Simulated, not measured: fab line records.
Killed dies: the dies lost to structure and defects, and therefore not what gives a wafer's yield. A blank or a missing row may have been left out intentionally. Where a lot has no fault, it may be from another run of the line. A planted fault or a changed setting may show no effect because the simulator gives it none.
Matching of chambers || flow gf180mcu || GF_CONTACT_CMP_27 on cmp-02: 4 sister chambers
The step polishes, stops on SiO2, t overpolish 15 s, target thk 0 nm. 4 wafers are shown with their chamber, then 7 later ones without.

== EACH WAFER AND ITS CHAMBER ==
{"wafer": "L240.4", "chamber": 1, "motor-current-A (A)": 13.0}
{"wafer": "L247.1", "chamber": 0, "motor-current-A (A)": 9.0}
{"wafer": "L248.2", "chamber": 2, "motor-current-A (A)": 11.9}
{"wafer": "L248.4", "chamber": 3, "motor-current-A (A)": 9.3}

== WAFERS MISSING THEIR CHAMBER ==
{"wafer": "L248.5", "motor-current-A (A)": 13.3}
{"wafer": "L249.1", "motor-current-A (A)": 9.6}
{"wafer": "L249.2", "motor-current-A (A)": 11.5}
{"wafer": "L249.5", "motor-current-A (A)": 13.1}
{"wafer": "L250.1", "motor-current-A (A)": 12.6}
{"wafer": "L250.4", "motor-current-A (A)": 8.5}
{"wafer": "L250.6", "motor-current-A (A)": 9.6}

== EACH ONE'S CHAMBER ==
{"wafer": "L248.5", "from the rows above": 1, "in truth": 1}
{"wafer": "L249.1", "from the rows above": "can't be placed: 3 or 0", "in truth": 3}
{"wafer": "L249.2", "from the rows above": 2, "in truth": 2}
{"wafer": "L249.5", "from the rows above": 1, "in truth": 1}
{"wafer": "L250.1", "from the rows above": "can't be placed: 1 or 2", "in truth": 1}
{"wafer": "L250.4", "from the rows above": "can't be placed: 0 or 3", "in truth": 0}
{"wafer": "L250.6", "from the rows above": "can't be placed: 3 or 0", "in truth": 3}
Placed correctly: 3 of 7. Unplaceable from these rows: 4, with the true chamber sitting among the candidates in 4. Placed wrongly: 0.
How it was worked out, from the rows above alone: a wafer's distance from a chamber is the root of the sum, over the readings, of the square of ((its reading less the chamber's mean) divided by the reading's scatter). If the next closest chamber is less than 2 further off than the closest, the wafer can't be placed; otherwise it belongs to the closest. For every chamber, the mean is computed from those of its wafers that are shown. The scatter: with one shown wafer a chamber, the root of the mean of the squares of how far each hidden wafer lies from its nearest shown one.
